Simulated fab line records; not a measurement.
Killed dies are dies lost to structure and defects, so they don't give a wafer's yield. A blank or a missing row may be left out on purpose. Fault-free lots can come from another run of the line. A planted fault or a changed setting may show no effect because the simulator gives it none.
Comparing a struck lot with a sound one    flow sky130    15 steps out of a route of 708
Sound: wafers L392.2, L392.4, L392.5. Struck: wafers L401.1, L401.4 (left out: L401.6, a lot-mate that was not struck); the cause follows at the end.
Each step with rows lists, per side, the tool, then ch with its chambers, then its first start. Under that, the readings that differ: sound wafers    struck wafers    difference of the means    sigmas: that difference in standard deviations of wafers without a fault.
alike: a reading whose means differ by less than 2 such deviations, as well as words and numbers matching on both sides. not compared: withheld readings; readings where some wafer has no value; bounds like >300 that might hide an equal value; numbers whose values overlap and for which the record gives no deviation.
The two part at a step that has a row with sigmas, a row that says differs or no value, or rows on one side only. Numbers that have no deviation but don't overlap get no sigmas and don't part them. A reading that every wafer of one side lacks parts them only if that side has two wafers or more.

first, 2 steps without rows for these wafers: SKY_METAL5_HMDS_08 (prime time 60 s); SKY_METAL5_COAT_09 (resist thk 1800 nm).
SKY_METAL5_SOFTBAKE_10: time 61.79 s.
  sound on litho_track-03 ch 0, day 44 21:34; struck on litho_track-01 ch 0, day 47 12:28
  alike: plate_sensor_t_centre_C, plate_sensor_t_edge_C
then, 3 steps without rows for these wafers: SKY_METAL5_EXPOSE_11 (exposes mask MM5, target cd 1600 nm); SKY_METAL5_PEB_12; SKY_METAL5_DEVELOP_13 (develop time 60 s).
SKY_METAL5_DESCUM_14: chemistry O2, time 11 s.
  sound on rie_metal-04 ch 0,1, day 45 08:07; struck on rie_metal-02 ch 0,1, day 47 22:04
  alike: drypump_motor_current_A, oes_product_au
  not compared: rf_hours_counter_h
SKY_METAL5_METAL_ETCH_15: etches the open film in Cl2/BCl3, stops on SiO2, target depth 1260 nm, time 252 s.
  sound on rie_metal-04 ch 0,1, day 45 08:08; struck on rie_metal-02 ch 0,1, day 47 22:07
  alike: drypump_motor_current_A, mfc_cl2_sccm, oes_product_au, throttle_valve_pct
  not compared: rf_hours_counter_h
SKY_METAL5_STRIP_16: strips in O2/N2.
  sound on plasma_asher-03 ch 0,1, day 45 08:23; struck on plasma_asher-02 ch 0,1, day 47 22:20
  alike: drypump_motor_current_A, oes_product_au, strip_time_to_endpoint_s
  not compared: rf_hours_counter_h
then, 3 steps without rows for these wafers: SKY_METAL5_STRIP_17 (strips in post etch residue remover, time 1200 s); SKY_METAL5_CLEAN_18 (cleans in IPA, time 180 s); SKY_METAL5_CLEAN_19 (cleans in O3/DIW).
SKY_PASSIVATION_CVD_00: deposits SiO2, target thk 90 nm.
  sound on pecvd-03 ch 0,1,2, day 45 08:58; struck on pecvd-03 ch 0, day 47 22:58
  alike: heater_power_w
SKY_PASSIVATION_THK_MEAS_01:
  sound on film_metro-03 at day 45 09:00; struck on film_metro-02 at day 47 22:59
reading                      sound           struck     difference  sigmas
PASSIVATION_CVD_00_THK (nm)  90.2 90.5 91.1  77.1 77.1  -13.5       -11
SKY_PASSIVATION_CVD_02: deposits Si3N4, target thk 540 nm.
  sound on pecvd-02 ch 0,1,2, day 45 09:03; struck on pecvd-02 ch 1,2, day 47 23:03
  alike: heater_power_w

## WHERE THEY PART
Within this record, at SKY_PASSIVATION_THK_MEAS_01 only. Later steps at which nothing parts them and some readings are alike: SKY_PASSIVATION_CVD_02.

WHY: the cause the simulator had injected
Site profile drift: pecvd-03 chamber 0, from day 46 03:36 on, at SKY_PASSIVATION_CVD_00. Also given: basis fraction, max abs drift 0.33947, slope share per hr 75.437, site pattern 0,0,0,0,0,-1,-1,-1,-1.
